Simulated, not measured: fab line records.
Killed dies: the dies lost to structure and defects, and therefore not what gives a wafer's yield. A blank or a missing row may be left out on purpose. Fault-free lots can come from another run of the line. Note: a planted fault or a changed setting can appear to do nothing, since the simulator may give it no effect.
fab line records | flow sky130
record lots=12 wafers=36 last-day=49
route steps=708 shown FIELD_ISO@5 VT_ADJUST_LVTN@105 PAD_OPEN@708
lots with no fault: from the same line, run without faults
start-h: hours from the record's opening day to when the first of the lot's shown wafers began | wait-h: hours since the lot's step before | " unchanged from the row above | L1.1+2: several wafers, shown together as one row | - either no value or no given start | * or withheld: withheld | < > ~ a bound
route shown NAME@n: NAME is a module with steps in the file, n the number in the route of the first one | usual: mean and standard deviation over wafers with no fault | same: alike in all rows | chamber/n: place in a boat | sites: the reading at each site | _std_site: their standard deviation | _edge_site: inner sites' mean taken away from outer sites' mean | radius-mm: for every site, how far away it sits from the centre of the wafer | mask NAME#n: copy n | behind: the tool/chamber that last shaped the wafer | hold: what put the lot on hold/how long, in hours/how the hold closed | device: the n, p or np transistor that did not switch | end of line: the route-end tests of the same wafers | where a step has no rows: the recipe by itself | killed: not the wafer's yield, but the dies lost to structure and defects at the first sort | map: a wafer's dies, x killed, . not, _ none there
set.NAME: the setting as run; set.NAME@STEP: as run at that earlier step | model.NAME: the simulator's own value behind a step, which no gauge read
one table for each step of the route and one row for each wafer, over a sample of lots
services: when a tool's chamber went out of use (start-h, in hours from the record's first day, below 0 if earlier), for how many hours, and the reason
## steps
# step SKY_FIELD_ISO_THK_MEAS_04
# recipe reads=Si3N4_of_FIELD_ISO_CVD_03
# usual FIELD_ISO_CVD_03_THK=164.9/1.6
# columns lot.wafer tool chamber start-h wait-h FIELD_ISO_CVD_03_THK[nm]
L332.3 film-metro-02 - 24.77 0.0 166.5
L332.4 " - " " 165.1
L332.6 " - " " 165.6
L333.1 film-metro-03 - 29.23 0.0 165.0
L333.2 " - " " 164.7
L333.6 " - " " 166.0
L335.3 film-metro-04 - 39.42 0.0 166.4
L335.5 " - " " 166.7
L335.6 " - " " 167.6
L336.1 film-metro-04 - 46.00 0.0 165.9
L336.4 " - " " 165.5
L336.6 " - " " 166.1
L338.1 film-metro-04 - 56.32 0.0 165.7
L338.2 " - " " 165.9
L338.5 " - " " 165.9
L341.2 film-metro-02 - 71.30 0.0 162.6
L341.4 " - " " 163.7
L341.5 " - " " 162.7
L342.3 film-metro-02 - 77.26 0.0 162.8
L342.4 " - " " 163.5
L342.5 " - " " 163.2
L344.1 film-metro-03 - 88.47 0.0 165.4
L344.5 " - " " 165.4
L344.6 " - " " 165.6
L345.3 film-metro-03 - 90.27 0.0 164.9
L345.4 " - " " 164.2
L345.6 " - " " 165.3
L346.1 film-metro-03 - 94.52 0.0 164.1
L346.5 " - " " 163.0
L346.6 " - " " 162.2
L347.3 film-metro-03 - 98.58 0.0 164.1
L347.5 " - " " 165.1
L347.6 " - " " 163.9
L348.2 film-metro-03 - 103.56 0.0 165.0
L348.3 " - " " 163.4
L348.4 " - " " 165.3
# step SKY_FIELD_ISO_STRIP_16
# recipe chemistry=O2/N2 power-w=1400 pressure-mtorr=1500 platen-temp-c=withheld o2-flow-sccm=3000 n2-flow-sccm=300 overash-fraction=0.5
# usual drypump-motor-current-A=5.7/0.31 oes-product-au=0.379/0.0053 strip-time-to-endpoint-s=3.55/0.038
# columns lot.wafer tool chamber start-h wait-h drypump-motor-current-A oes-product-au rf-hours-counter-h strip-time-to-endpoint-s
L332.3 plasma-asher-03 1 40.21 0.1 5.6 0.374 - 3.51
L332.4 " 0 " " 5.9 0.379 - 3.53
L332.6 " 1 " " 5.6 0.382 - 3.54
L333.1 plasma-asher-04 1 44.34 0.0 5.2 0.380 36 3.56
L333.2 " 0 " " 5.9 0.383 36 3.56
L333.6 " 0 " " 5.9 0.372 - 3.56
L335.3 plasma-asher-01 0 54.79 0.1 6.1 0.376 - 3.52
L335.5 " 0 " " 6.1 0.373 - 3.50
L335.6 " 1 " " 5.3 0.377 - 3.62
L336.1 plasma-asher-01 0 61.84 0.0 6.1 0.378 36 3.51
L336.4 " 1 " " 5.3 0.379 - 3.59
L336.6 " 0 " " 6.1 0.370 - 3.57
L338.1 plasma-asher-03 0 71.98 0.0 5.9 0.381 27 3.54
L338.2 " 1 " " 5.6 0.380 27 3.62
L338.5 " 0 " " 5.9 0.379 - 3.56
L341.2 plasma-asher-04 0 87.78 0.0 5.9 0.385 40 3.51
L341.4 " 0 " " 5.9 0.378 - 3.53
L341.5 " 0 " " 5.9 0.378 - 3.55
L342.3 plasma-asher-04 0 93.26 0.1 5.9 0.383 - 3.54
L342.4 " 1 " " 5.3 0.381 - 3.54
L342.5 " 0 " " 5.9 0.376 - 3.53
L344.1 plasma-asher-04 0 104.88 0.0 5.9 0.378 42 3.50
L344.5 " 1 " " 5.2 0.379 - 3.51
L344.6 " 0 " " 5.9 0.376 - 3.54
L345.3 plasma-asher-03 1 107.71 0.1 5.6 0.379 - 3.52
L345.4 " 0 " " 5.9 0.367 - 3.52
L345.6 " 1 " " 5.6 0.382 - 3.53
L346.1 plasma-asher-03 0 112.63 0.0 5.9 0.376 32 3.51
L346.5 " 1 " " 5.6 0.384 - 3.50
L346.6 " 0 " " 5.9 0.376 - 3.54
L347.3 plasma-asher-01 1 116.31 0.1 5.3 0.385 - 3.55
L347.5 " 0 " " 6.1 0.382 - 3.57
L347.6 " 1 " " 5.3 0.377 - 3.55
L348.2 plasma-asher-03 0 122.63 0.0 6.0 0.382 34 3.50
L348.3 " 0 " " 5.9 0.374 - 3.51
L348.4 " 1 " " 5.6 0.376 - 3.61
# step SKY_FIELD_ISO_ETCH_17
# recipe target-depth-a=3420 mask-material=Si3N4 chemistry=HBr/Cl2/O2 target=Si taper-deg=5 icp-w=600 bias-w=150 pressure-mtorr=15 HBr_flow_sccm=150 Cl2_flow_sccm=40 O2_flow_sccm=6 time-s=97.7
# usual drypump-motor-current-A=5.7/0.47 oes-product-au=0.994/0.01 throttle-valve-pct=25.660/0.012
# columns lot.wafer tool chamber start-h wait-h drypump-motor-current-A oes-product-au rf-hours-counter-h throttle-valve-pct
L332.3 rie-si-01 1 40.28 0.0 5.7 1.005 7 25.658
L332.4 " 3 " " 5.9 0.980 9 25.672
L332.6 " 0 " " 5.6 1.002 - 25.653
L333.1 rie-si-01 1 44.44 0.1 5.7 0.986 7 25.663
L333.2 " 3 " " 5.8 0.983 9 25.672
L333.6 " 1 " " 5.7 1.011 - 25.654
L335.3 rie-si-01 0 54.86 0.0 5.6 0.992 90 25.654
L335.5 " 1 " " 5.7 1.005 - 25.646
L335.6 " 2 " " 6.5 1.004 - 25.648
L336.1 rie-si-01 1 61.94 0.1 5.7 1.008 8 25.630
L336.4 " 2 " " 6.6 1.007 75 25.674
L336.6 " 1 " " 5.7 1.009 - 25.646
L338.1 rie-si-02 1 72.08 0.1 5.8 0.988 1 25.650
L338.2 " 2 " " 5.0 0.995 0 25.653
L338.5 " 2 " " 5.0 1.000 - 25.644
L341.2 rie-si-01 0 87.88 0.1 5.6 1.001 90 25.654
L341.4 " 2 " " 6.5 1.013 75 25.657
L341.5 " 2 " " 6.5 1.004 - 25.656
L342.3 rie-si-01 0 93.33 0.0 5.6 0.997 90 25.660
L342.4 " 3 " " 5.8 0.989 9 25.655
L342.5 " 1 " " 5.7 0.999 - 25.647
L344.1 rie-si-02 3 104.98 0.1 6.3 0.997 143 25.664
L344.5 " 0 " " 5.3 1.003 - 25.650
L344.6 " 3 " " 6.3 0.986 - 25.645
L345.3 rie-si-01 0 107.78 0.0 5.6 1.021 90 25.658
L345.4 " 3 " " 5.8 0.987 10 25.647
L345.6 " 1 " " 5.7 1.007 - 25.636
L346.1 rie-si-02 2 112.73 0.1 5.0 0.984 0 25.685
L346.5 " 1 " " 5.7 0.994 - 25.686
L346.6 " 0 " " 5.3 0.990 - 25.641
L347.3 rie-si-01 2 116.38 0.0 6.5 1.002 75 25.663
L347.5 " 3 " " 5.9 0.979 - 25.663
L347.6 " 2 " " 6.6 1.009 - 25.651
L348.2 rie-si-02 0 122.73 0.1 5.3 0.991 12 25.664
L348.3 " 2 " " 5.0 0.980 1 25.687
L348.4 " 2 " " 5.0 0.990 - 25.667
# step SKY_VT_ADJUST_LVTN_IMPLANT_08
# recipe species=B energy-kev=30 dose-cm2=1.57e+12 tilt-deg=withheld
# usual dose-ions-cm2=1.57e+12/1.6e+09 faraday-current-uA=8.87/0.17
# columns lot.wafer tool chamber start-h wait-h dose-ions-cm2 faraday-current-uA
L332.3 implanter-03 0 152.60 0.1 1.5717e+12 8.55
L332.4 " 0 " " 1.5675e+12 8.70
L332.6 " 0 " " 1.5691e+12 9.02
L333.1 implanter-03 0 155.05 0.0 1.5691e+12 8.93
L333.2 " 0 " " 1.5694e+12 8.66
L333.6 " 0 " " 1.5693e+12 8.89
L335.3 implanter-01 0 193.79 0.1 1.5686e+12 8.72
L335.5 " 0 " " 1.5693e+12 8.68
L335.6 " 0 " " 1.5725e+12 9.00
L336.1 implanter-01 0 199.74 0.0 1.5712e+12 8.81
L336.4 " 0 " " 1.571e+12 8.99
L336.6 " 0 " " 1.5694e+12 8.50
L338.1 implanter-02 0 203.25 0.0 1.5703e+12 9.13
L338.2 " 0 " " 1.5709e+12 8.88
L338.5 " 0 " " 1.5685e+12 8.60
L341.2 implanter-03 0 216.38 0.0 1.5707e+12 8.65
L341.4 " 0 " " 1.5706e+12 8.95
L341.5 " 0 " " 1.5702e+12 8.56
L342.3 implanter-03 0 222.50 0.1 1.5694e+12 8.90
L342.4 " 0 " " 1.5691e+12 8.90
L342.5 " 0 " " 1.568e+12 8.97
L344.1 implanter-02 0 239.84 0.0 1.5707e+12 8.93
L344.5 " 0 " " 1.5699e+12 8.91
L344.6 " 0 " " 1.5674e+12 8.80
L345.3 implanter-03 0 240.05 0.1 1.5679e+12 8.66
L345.4 " 0 " " 1.5695e+12 9.06
L345.6 " 0 " " 1.5724e+12 9.04
L346.1 implanter-03 0 245.99 0.0 1.4374e+12 8.17
L346.5 " 0 " " 1.4372e+12 7.89
L346.6 " 0 " " 1.4379e+12 7.99
L347.3 implanter-03 0 249.90 0.1 1.441e+12 8.28
L347.5 " 0 " " 1.439e+12 8.22
L347.6 " 0 " " 1.4407e+12 8.27
L348.2 implanter-03 0 256.12 0.0 1.4421e+12 8.21
L348.3 " 0 " " 1.4392e+12 8.29
L348.4 " 0 " " 1.4395e+12 7.88
# step SKY_VT_ADJUST_LVTN_TW_MEAS_10
# usual VT_ADJUST_LVTN_TW=239.6/2.5
# columns lot.wafer tool chamber start-h wait-h VT_ADJUST_LVTN_TW
L332.3 film-metro-01 - 152.82 0.1 239.9
L332.4 " - " " 239.7
L332.6 " - " " 238.7
L333.1 film-metro-01 - 155.30 0.1 239.1
L333.2 " - " " 240.1
L333.6 " - " " 239.9
L335.3 film-metro-01 - 194.01 0.1 237.6
L335.5 " - " " 237.7
L335.6 " - " " 236.7
L336.1 film-metro-04 - 199.99 0.1 245.3
L336.4 " - " " 243.7
L336.6 " - " " 244.7
L338.1 film-metro-03 - 203.50 0.1 240.7
L338.2 " - " " 241.2
L338.5 " - " " 240.4
L341.2 film-metro-01 - 216.61 0.1 237.5
L341.4 " - " " 236.4
L341.5 " - " " 236.1
L342.3 film-metro-01 - 222.72 0.1 236.2
L342.4 " - " " 237.9
L342.5 " - " " 236.2
L344.1 film-metro-03 - 240.09 0.1 239.2
L344.5 " - " " 240.5
L344.6 " - " " 239.2
L345.3 film-metro-03 - 240.27 0.1 239.7
L345.4 " - " " 241.0
L345.6 " - " " 239.3
L346.1 film-metro-01 - 246.24 0.1 232.4
L346.5 " - " " 233.1
L346.6 " - " " 231.3
L347.3 film-metro-01 - 250.12 0.1 231.6
L347.5 " - " " 231.7
L347.6 " - " " 232.5
L348.2 film-metro-03 - 256.36 0.1 234.0
L348.3 " - " " 232.8
L348.4 " - " " 233.1
# step SKY_PAD_OPEN_PROBE_99
# usual killed_at_M0_to_M3=43/6.8 killed_at_M4_up=3.0/1.8 killed-at-contacts=23/5.4 killed-at-front-end=15/4.4 killed-at-other=0.3/0.51 killed-dies=85/9.2 killed-open=47/6.8 killed-short=39/6.8
# same gross-dies=492 killed-at-back-side=0
# columns lot.wafer tool chamber start-h wait-h killed_at_M0_to_M3 killed_at_M4_up killed-at-contacts killed-at-front-end killed-at-other killed-dies killed-open killed-short
L332.3 prober-02 - 1084.58 0.2 49 1 19 22 0 91 50 41
L332.4 prober-02 - 1084.63 0.2 36 2 20 21 1 80 37 43
L332.6 prober-02 - 1084.73 0.2 45 2 19 21 0 87 41 46
L333.1 prober-01 - 1090.32 0.1 46 3 18 13 0 80 47 33
L333.2 prober-01 - 1090.37 0.1 51 5 28 10 0 94 50 44
L333.6 prober-01 - 1090.57 0.2 46 3 19 10 0 78 49 29
L335.3 prober-01 - 1118.18 0.2 45 2 23 14 0 84 45 39
L335.5 prober-01 - 1118.28 0.2 39 1 17 24 0 81 43 38
L335.6 prober-01 - 1118.33 0.2 48 3 20 22 2 95 59 36
L336.1 prober-02 - 1128.47 0.1 43 2 19 5 0 69 41 28
L336.4 prober-02 - 1128.62 0.2 52 4 18 11 1 86 51 35
L336.6 prober-02 - 1128.72 0.2 42 4 25 14 0 85 50 35
L338.1 prober-02 - 1134.29 0.1 33 5 20 14 0 72 34 38
L338.2 prober-02 - 1134.34 0.1 39 2 21 10 0 72 35 37
L338.5 prober-02 - 1134.49 0.2 32 3 19 22 0 76 42 34
L341.2 prober-01 - 1144.48 0.1 41 1 15 15 0 72 45 27
L341.4 prober-01 - 1144.58 0.2 42 3 24 17 0 86 39 47
L341.5 prober-01 - 1144.63 0.2 49 7 20 17 1 94 54 40
L342.3 prober-02 - 1152.39 0.2 41 5 13 23 0 82 36 46
L342.4 prober-02 - 1152.44 0.2 46 3 18 16 1 84 43 41
L342.5 prober-02 - 1152.49 0.2 50 3 30 18 0 101 58 43
L344.1 prober-02 - 1162.78 0.1 39 2 30 18 0 89 52 37
L344.5 prober-02 - 1162.98 0.2 53 2 29 16 1 101 60 41
L344.6 prober-02 - 1163.03 0.2 32 4 12 17 1 66 37 29
L345.3 prober-01 - 1163.48 0.2 42 3 19 27 0 91 41 50
L345.4 prober-01 - 1163.53 0.2 40 1 19 20 0 80 45 35
L345.6 prober-01 - 1163.63 0.2 47 2 23 21 0 93 55 38
L346.1 prober-02 - 1164.28 0.1 44 2 17 15 0 78 47 31
L346.5 prober-02 - 1164.48 0.2 37 1 22 13 0 73 43 30
L346.6 prober-02 - 1164.53 0.2 46 1 19 14 0 80 30 50
L347.3 prober-01 - 1166.34 0.2 44 4 16 19 1 84 52 32
L347.5 prober-01 - 1166.44 0.2 43 2 18 13 0 76 48 28
L347.6 prober-01 - 1166.49 0.2 52 2 18 22 1 95 54 41
L348.2 prober-02 - 1176.48 0.1 56 1 26 17 0 100 45 55
L348.3 prober-02 - 1176.53 0.2 46 2 25 24 0 97 51 46
L348.4 prober-02 - 1176.58 0.2 47 6 27 21 0 101 56 45
# killed by level:class
L332.3 CONTACT:geometric-particle:open=9 VIA2:geometric-particle:open=9 FIELD_ISO:geometric-particle:short=8 VIA1:geometric-particle:open=7 VIA3:geometric-particle:open=6 VIA2:geometric-particle:short=6 FIELD_ISO:geometric-particle:open=5 POLY_GATE:geometric-particle:short=5
L332.4 VIA1:geometric-particle:open=9 POLY_GATE:geometric-particle:open=8 LI_CONTACT:geometric-particle:short=6 FIELD_ISO:geometric-particle:short=5 METAL3:geometric-particle:short=5 POLY_GATE:geometric-particle:short=5 VIA1:geometric-particle:short=5 VIA3:geometric-particle:open=5
L332.6 FIELD_ISO:geometric-particle:open=7 CONTACT:geometric-particle:short=7 CONTACT:geometric-particle:open=7 METAL1:geometric-particle:short=7 VIA1:geometric-particle:open=7 METAL2:geometric-particle:short=7 VIA2:geometric-particle:open=6 POLY_GATE:geometric-particle:short=5
L333.1 VIA1:geometric-particle:open=16 METAL2:geometric-particle:open=6 CONTACT:geometric-particle:open=5 FIELD_ISO:geometric-particle:open=4 FIELD_ISO:geometric-particle:short=4 LI_CONTACT:geometric-particle:open=4 LOCAL_INTERCONNECT:geometric-particle:short=4 CONTACT:geometric-particle:short=4
L333.2 VIA1:geometric-particle:open=14 CONTACT:geometric-particle:open=13 VIA3:geometric-particle:open=9 METAL2:geometric-particle:short=8 VIA2:geometric-particle:open=6 LI_CONTACT:geometric-particle:open=5 METAL4:geometric-particle:short=5 CONTACT:geometric-particle:short=4
L333.6 VIA1:geometric-particle:open=11 VIA2:geometric-particle:open=7 VIA3:geometric-particle:open=7 CONTACT:geometric-particle:short=6 VIA1:geometric-particle:short=5 CONTACT:geometric-particle:open=5 LI_CONTACT:geometric-particle:open=5 VIA3:geometric-particle:short=5
L335.3 VIA1:geometric-particle:open=10 LI_CONTACT:geometric-particle:open=8 VIA2:geometric-particle:open=8 METAL1:geometric-particle:short=7 CONTACT:geometric-particle:open=6 VIA3:geometric-particle:open=5 FIELD_ISO:geometric-particle:short=4 POLY_GATE:geometric-particle:short=4
L335.5 VIA1:geometric-particle:open=11 POLY_GATE:geometric-particle:short=9 CONTACT:geometric-particle:open=7 VIA2:geometric-particle:short=5 METAL2:geometric-particle:open=4 METAL2:geometric-particle:short=4 VIA2:geometric-particle:open=4 VIA3:geometric-particle:open=4
L335.6 VIA1:geometric-particle:open=15 VIA2:geometric-particle:open=9 FIELD_ISO:geometric-particle:open=8 LI_CONTACT:geometric-particle:open=7 CONTACT:geometric-particle:open=6 VIA1:geometric-particle:short=5 VIA2:geometric-particle:short=5 VIA3:geometric-particle:open=5
L336.1 VIA3:geometric-particle:open=12 LI_CONTACT:geometric-particle:open=7 VIA2:geometric-particle:open=7 VIA1:geometric-particle:open=7 VIA1:geometric-particle:short=5 VIA3:geometric-particle:short=4 CONTACT:geometric-particle:short=4 METAL3:geometric-particle:short=4
L336.4 VIA3:geometric-particle:open=9 VIA1:geometric-particle:open=8 VIA2:geometric-particle:open=8 LI_CONTACT:geometric-particle:open=7 VIA1:geometric-particle:short=7 CONTACT:geometric-particle:open=6 FIELD_ISO:geometric-particle:open=4 SPACER:geometric-particle:short=4
L336.6 CONTACT:geometric-particle:open=8 VIA1:geometric-particle:open=8 VIA3:geometric-particle:open=8 METAL1:geometric-particle:short=6 POLY_GATE:geometric-particle:short=5 LOCAL_INTERCONNECT:geometric-particle:open=5 VIA2:geometric-particle:open=5 LI_CONTACT:geometric-particle:open=4
L338.1 CONTACT:geometric-particle:open=11 VIA1:geometric-particle:open=7 VIA1:geometric-particle:short=7 METAL1:geometric-particle:short=4 METAL2:geometric-particle:short=4 VIA2:geometric-particle:open=4 FIELD_ISO:geometric-particle:short=3 SPACER:geometric-particle:short=3
L338.2 VIA1:geometric-particle:short=7 POLY_GATE:geometric-particle:short=6 LI_CONTACT:geometric-particle:open=6 CONTACT:geometric-particle:open=6 VIA1:geometric-particle:open=6 VIA3:geometric-particle:open=6 METAL1:geometric-particle:short=4 VIA2:geometric-particle:open=4
L338.5 CONTACT:geometric-particle:open=7 VIA3:geometric-particle:open=7 SPACER:geometric-particle:short=5 POLY_GATE:geometric-particle:open=5 POLY_GATE:geometric-particle:short=5 VIA1:geometric-particle:open=5 LI_CONTACT:geometric-particle:open=4 CONTACT:geometric-particle:short=3
L341.2 VIA1:geometric-particle:open=11 VIA3:geometric-particle:open=8 FIELD_ISO:geometric-particle:open=6 LI_CONTACT:geometric-particle:open=6 METAL1:geometric-particle:short=6 VIA1:geometric-particle:short=4 VIA2:geometric-particle:open=4 POLY_GATE:geometric-particle:open=3
L341.4 METAL2:geometric-particle:short=9 LI_CONTACT:geometric-particle:open=8 CONTACT:geometric-particle:short=8 VIA1:geometric-particle:open=7 VIA2:geometric-particle:open=6 POLY_GATE:geometric-particle:open=5 VIA3:geometric-particle:open=5 FIELD_ISO:geometric-particle:short=4
L341.5 VIA2:geometric-particle:open=18 VIA1:geometric-particle:open=7 LI_CONTACT:geometric-particle:short=6 FIELD_ISO:geometric-particle:open=5 POLY_GATE:geometric-particle:short=5 LI_CONTACT:geometric-particle:open=5 POLY_GATE:geometric-particle:open=4 VIA3:geometric-particle:open=4
L342.3 POLY_GATE:geometric-particle:open=7 VIA1:geometric-particle:open=7 POLY_GATE:geometric-particle:short=6 VIA2:geometric-particle:open=6 CONTACT:geometric-particle:open=5 METAL1:geometric-particle:short=5 METAL4:geometric-particle:short=5 FIELD_ISO:geometric-particle:short=4
L342.4 VIA2:geometric-particle:open=11 VIA1:geometric-particle:open=8 METAL1:geometric-particle:short=7 LOCAL_INTERCONNECT:geometric-particle:short=5 METAL2:geometric-particle:short=5 POLY_GATE:geometric-particle:open=4 POLY_GATE:geometric-particle:short=4 LI_CONTACT:geometric-particle:open=4
L342.5 VIA1:geometric-particle:open=13 CONTACT:geometric-particle:open=10 VIA3:geometric-particle:open=8 LOCAL_INTERCONNECT:geometric-particle:short=7 METAL1:geometric-particle:short=7 LI_CONTACT:geometric-particle:open=6 VIA2:geometric-particle:open=6 CONTACT:geometric-particle:short=5
L344.1 CONTACT:geometric-particle:open=14 VIA1:geometric-particle:open=12 POLY_GATE:geometric-particle:open=6 LOCAL_INTERCONNECT:geometric-particle:short=6 METAL2:geometric-particle:short=6 CONTACT:geometric-particle:short=6 FIELD_ISO:geometric-particle:open=5 METAL1:geometric-particle:short=4
L344.5 VIA1:geometric-particle:open=15 CONTACT:geometric-particle:open=11 METAL2:geometric-particle:short=10 VIA2:geometric-particle:open=7 LI_CONTACT:geometric-particle:open=6 VIA3:geometric-particle:open=6 FIELD_ISO:geometric-particle:open=5 VIA2:geometric-particle:short=4
L344.6 VIA1:geometric-particle:open=8 POLY_GATE:geometric-particle:short=5 LI_CONTACT:geometric-particle:open=4 FIELD_ISO:geometric-particle:open=4 VIA1:geometric-particle:short=4 METAL2:geometric-particle:open=4 VIA2:geometric-particle:open=4 LOCAL_INTERCONNECT:geometric-particle:short=3
L345.3 POLY_GATE:geometric-particle:short=9 CONTACT:geometric-particle:open=9 VIA1:geometric-particle:open=7 VIA1:geometric-particle:short=7 METAL2:geometric-particle:short=7 VIA2:geometric-particle:open=6 METAL1:geometric-particle:short=6 FIELD_ISO:geometric-particle:short=5
L345.4 VIA1:geometric-particle:open=9 CONTACT:geometric-particle:open=9 VIA2:geometric-particle:open=7 FIELD_ISO:geometric-particle:open=6 METAL1:geometric-particle:short=6 POLY_GATE:geometric-particle:open=4 POLY_GATE:geometric-particle:short=4 VIA3:geometric-particle:open=4
L345.6 VIA1:geometric-particle:open=13 CONTACT:geometric-particle:open=13 LI_CONTACT:geometric-particle:open=6 METAL1:geometric-particle:short=6 POLY_GATE:geometric-particle:open=5 POLY_GATE:geometric-particle:short=5 VIA3:geometric-particle:short=5 VIA3:geometric-particle:open=5
L346.1 VIA1:geometric-particle:open=17 CONTACT:geometric-particle:open=8 FIELD_ISO:geometric-particle:short=5 METAL1:geometric-particle:short=5 VIA2:geometric-particle:open=5 FIELD_ISO:geometric-particle:open=4 POLY_GATE:geometric-particle:short=4 LI_CONTACT:geometric-particle:open=4
L346.5 VIA2:geometric-particle:open=13 VIA1:geometric-particle:open=7 METAL2:geometric-particle:short=6 LI_CONTACT:geometric-particle:open=6 CONTACT:geometric-particle:open=6 CONTACT:geometric-particle:short=5 METAL1:geometric-particle:short=4 LOCAL_INTERCONNECT:geometric-particle:open=4
L346.6 METAL1:geometric-particle:short=13 VIA1:geometric-particle:short=9 FIELD_ISO:geometric-particle:short=7 VIA1:geometric-particle:open=7 LI_CONTACT:geometric-particle:short=5 LI_CONTACT:geometric-particle:open=5 CONTACT:geometric-particle:short=4 METAL2:geometric-particle:open=4
L347.3 VIA1:geometric-particle:open=13 FIELD_ISO:geometric-particle:open=7 LI_CONTACT:geometric-particle:open=6 VIA2:geometric-particle:open=6 VIA1:geometric-particle:short=5 FIELD_ISO:geometric-particle:short=4 CONTACT:geometric-particle:open=4 METAL1:geometric-particle:short=4
L347.5 CONTACT:geometric-particle:open=11 VIA1:geometric-particle:open=7 FIELD_ISO:geometric-particle:open=6 METAL2:geometric-particle:short=6 VIA3:geometric-particle:open=6 LI_CONTACT:geometric-particle:open=5 VIA2:geometric-particle:open=5 POLY_GATE:geometric-particle:short=4
L347.6 VIA1:geometric-particle:open=12 VIA3:geometric-particle:open=8 VIA2:geometric-particle:open=7 FIELD_ISO:geometric-particle:short=6 FIELD_ISO:geometric-particle:open=6 CONTACT:geometric-particle:open=6 CONTACT:geometric-particle:short=5 VIA2:geometric-particle:short=5
L348.2 CONTACT:geometric-particle:open=10 METAL1:geometric-particle:short=10 VIA1:geometric-particle:open=10 VIA2:geometric-particle:open=10 POLY_GATE:geometric-particle:short=9 LI_CONTACT:geometric-particle:open=8 METAL2:geometric-particle:short=6 VIA1:geometric-particle:short=5
L348.3 POLY_GATE:geometric-particle:open=10 METAL1:geometric-particle:short=10 VIA1:geometric-particle:open=10 VIA2:geometric-particle:open=7 CONTACT:geometric-particle:open=6 VIA3:geometric-particle:open=6 FIELD_ISO:geometric-particle:short=5 POLY_GATE:geometric-particle:short=5
L348.4 CONTACT:geometric-particle:open=9 LI_CONTACT:geometric-particle:open=8 METAL1:geometric-particle:short=8 VIA3:geometric-particle:open=8 VIA1:geometric-particle:open=7 VIA2:geometric-particle:open=7 FIELD_ISO:geometric-particle:short=5 LOCAL_INTERCONNECT:geometric-particle:short=5
## services
# columns tool chamber start-h hours kind
rie-si-01 3 23.89 4.5 repair
plasma-asher-01 - 34.94 1.1 repair
rie-si-02 2 49.15 - clean
rie-si-02 2 49.15 21.4 scheduled-down
rie-si-02 2 49.15 21.4 vent-cycle
rie-si-02 - 54.66 1.7 repair
plasma-asher-01 - 64.96 1.6 repair
plasma-asher-01 - 95.22 2.8 pm
plasma-asher-04 - 105.07 28.1 pm
rie-si-02 3 108.36 2.2 repair
rie-si-01 - 110.21 0.3 repair
implanter-02 - 128.96 1.2 repair
implanter-02 - 129.44 2.6 repair
rie-si-01 1 154.84 4.2 repair
implanter-01 - 163.69 2.1 repair
implanter-01 - 202.66 0.8 repair
implanter-02 - 208.53 16.3 pm
implanter-02 - 224.85 3.9 pm
implanter-02 - 227.80 3.0 repair
implanter-01 - 235.98 2.3 repair
implanter-02 - 241.02 2.2 repair
plasma-asher-03 - 246.08 2.8 pm
plasma-asher-03 - 251.99 28.1 pm
implanter-01 - 255.56 5.1 pm
## key
first-sign step=SKY_VT_ADJUST_LVTN_IMPLANT_08 reading=dose-ions-cm2 direction=down sigmas=83 usual=* struck=*
effect step=SKY_VT_ADJUST_LVTN_IMPLANT_08 reading=faraday-current-uA direction=down sigmas=4.2 usual=8.87 struck=8.13
effect step=SKY_VT_ADJUST_LVTN_TW_MEAS_10 reading=VT_ADJUST_LVTN_TW direction=down sigmas=2.9 usual=239.6 struck=232.5
met-at SKY_VT_ADJUST_LVTN_IMPLANT_08
struck-lots L346,L347,L348
tester-left-out L346,L347,L348
not-acting-at SKY_FIELD_ISO_THK_MEAS_04,SKY_FIELD_ISO_STRIP_16,SKY_FIELD_ISO_ETCH_17
onset-between 240.05 245.99
fault kind=process-parameter-drift tool=implanter-03 chamber=- onset-h=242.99 steps=SKY_VT_ADJUST_LVTN_IMPLANT_08 channel=dose-cm2 offset=* shape=step end-h=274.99 acts-in=* stated=*
# tester-left-out: of these lots the tester's yield and bins aren't shown, on N5 and GAA mostly nor the transistor test; their killed dies are dies lost to structure and defects alone, not to doping, threshold or leakage, so they don't give the yield
